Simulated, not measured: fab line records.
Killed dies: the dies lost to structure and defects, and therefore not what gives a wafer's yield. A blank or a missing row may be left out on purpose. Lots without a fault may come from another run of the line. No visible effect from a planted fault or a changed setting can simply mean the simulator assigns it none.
Chamber matching :: flow gf180mcu :: wetBench-01 running GF_HV_LDD_CLEAN_51: 3 sister chambers
The step cleans in SC1/SC2, time 150 s. 14 wafers are shown with their chamber, then 7 later ones without.

== WAFERS, EACH WITH ITS CHAMBER ==
wafer: L346.2
chamber: 0
tempC (C): 70.01

wafer: L346.5
chamber: 0
tempC (C): 69.93

wafer: L346.6
chamber: 0
tempC (C): 70.01

wafer: L347.2
chamber: 3
tempC (C): 70.05

wafer: L347.4
chamber: 3
tempC (C): 69.88

wafer: L347.5
chamber: 3
tempC (C): 69.83

wafer: L348.3
chamber: 3
tempC (C): 70.03

wafer: L348.4
chamber: 3
tempC (C): 69.94

wafer: L348.6
chamber: 3
tempC (C): 69.95

wafer: L355.1
chamber: 1
tempC (C): 70.18

wafer: L355.5
chamber: 1
tempC (C): 69.89

wafer: L355.6
chamber: 1
tempC (C): 70.06

wafer: L356.1
chamber: 3
tempC (C): 69.99

wafer: L356.2
chamber: 3
tempC (C): 69.94

SIGNATURES (averages over the wafers above)
reading: tempC
chamber 0: 69.9833
chamber 1: 70.0433
chamber 3: 69.9513
scatter within a chamber: 0.0875
Rule: a wafer's distance from a chamber is the root of the sum, over the readings, of the square of ((its reading less the chamber's mean) divided by the reading's scatter). The wafer belongs to the nearest chamber; if the next one is less than 2 further off, it can't be placed. How the scatter is found: for the shown wafers, subtract from each reading the mean of its chamber, square and add these, divide the total by (wafers less chambers), then take the root.

== WAFERS WITH NO CHAMBER GIVEN ==
wafer: L356.5
tempC (C): 70.08

wafer: L364.1
tempC (C): 69.95

wafer: L364.3
tempC (C): 69.84

wafer: L364.4
tempC (C): 70.11

wafer: L368.1
tempC (C): 70.04

wafer: L368.3
tempC (C): 70.05

wafer: L368.5
tempC (C): 70.08

== WHICH CHAMBER EACH WENT THROUGH ==
wafer: L356.5
from the rows above: can't be placed: 1 or 0 or 3
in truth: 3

wafer: L364.1
from the rows above: can't be placed: 3 or 0 or 1
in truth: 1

wafer: L364.3
from the rows above: can't be placed: 3 or 0 or 1
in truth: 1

wafer: L364.4
from the rows above: can't be placed: 1 or 0 or 3
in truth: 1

wafer: L368.1
from the rows above: can't be placed: 1 or 0 or 3
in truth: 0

wafer: L368.3
from the rows above: can't be placed: 1 or 0 or 3
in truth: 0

wafer: L368.5
from the rows above: can't be placed: 1 or 0 or 3
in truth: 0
Correctly placed: 0 of 7. Not placeable from these rows: 7 (in 7, the candidates include the true chamber). Wrongly placed: 0.
